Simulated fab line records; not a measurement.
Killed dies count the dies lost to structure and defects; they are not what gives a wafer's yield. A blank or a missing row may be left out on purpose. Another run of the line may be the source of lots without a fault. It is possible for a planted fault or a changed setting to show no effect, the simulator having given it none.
Problem report in the 8D (eight disciplines) form, filled by code | flow gf180mcu | the parts of the form that need people (team, actions taken, sign-off) are left out

== 1. THE PROBLEM ==
dose-ions-cm2 at GF_HV_LDD_IMPLANT_48 reads a mean of 3e+13 on 9 wafers of 3 lots; wafers without a fault read 3e+13 with a standard deviation of 3.3e+10. Measured from the usual mean, that is -31 standard deviations.
First observed at day 15 03:59: wafer L701.3, on implanter-02. The record has a number at this step for 21 wafers belonging to 7 lots. By rule, "out" or "out of limits" means more than 4 standard deviations away from the usual mean. The other wafers with a number count as sound.

== 2. WHAT IT IS AND WHAT IT IS NOT ==
question                    | is                     | is not
which readings at this step | dose-ions-cm2          | end-station-pressure-torr
which lots                  | L701, L703, L704       | L695, L698, L713, L714
which wafers of those lots  | all that have a number | -
read on which tools         | implanter-02           | implanter-03, implanter-04
when                        | from day 15 03:59      | up to then (6 sound wafers); but 6 sound wafers of L713, L714 came after

== 3. WHAT RULES OUT EACH SUSPECT ==
Counting: a tool at a process step up to the reading stays a suspect if it ran every lot that is out and no sound lot after the first of them.
- implanter-02 at GF_HV_LDD_IMPLANT_48: kept. All lots that are out passed through it, beginning with L701 at day 15 03:59, and no sound lot followed; its final sound lot before that point was L698 at day 13 19:55. Out on those wafers are its own readings of dose-ions-cm2.
Left after counting: implanter-02 at GF_HV_LDD_IMPLANT_48.

== 4. THE CAUSE (what the simulator had put in) ==
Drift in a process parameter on implanter-02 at GF_HV_LDD_IMPLANT_48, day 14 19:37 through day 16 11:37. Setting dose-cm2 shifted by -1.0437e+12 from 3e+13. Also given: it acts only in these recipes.
The count eliminated every tool but this one.

== 5. THE CHAIN OF EFFECTS, in route order ==
Each row: a reading where the mean over the struck wafers with a number is more than 3 standard deviations away from the usual. Only readings whose record carries a usual standard deviation are examined. hours: median over the lots of the time between each lot's start at the first step of this table that gives one and its start at this step. sigmas: the change, counted in usual standard deviations.
hours | step                 | reading       | usual | on struck wafers | change | sigmas
0     | GF_HV_LDD_IMPLANT_48 | dose-ions-cm2 | 3e+13 | 3e+13            | -1e+12 | -31
Here are the process steps it includes:
- GF_HV_LDD_IMPLANT_48

== 6. HOW IT WOULD HAVE BEEN CAUGHT EARLIER ==
First out-of-limits reading in this record: day 15 03:59, which is 8 hours after fault onset at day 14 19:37.
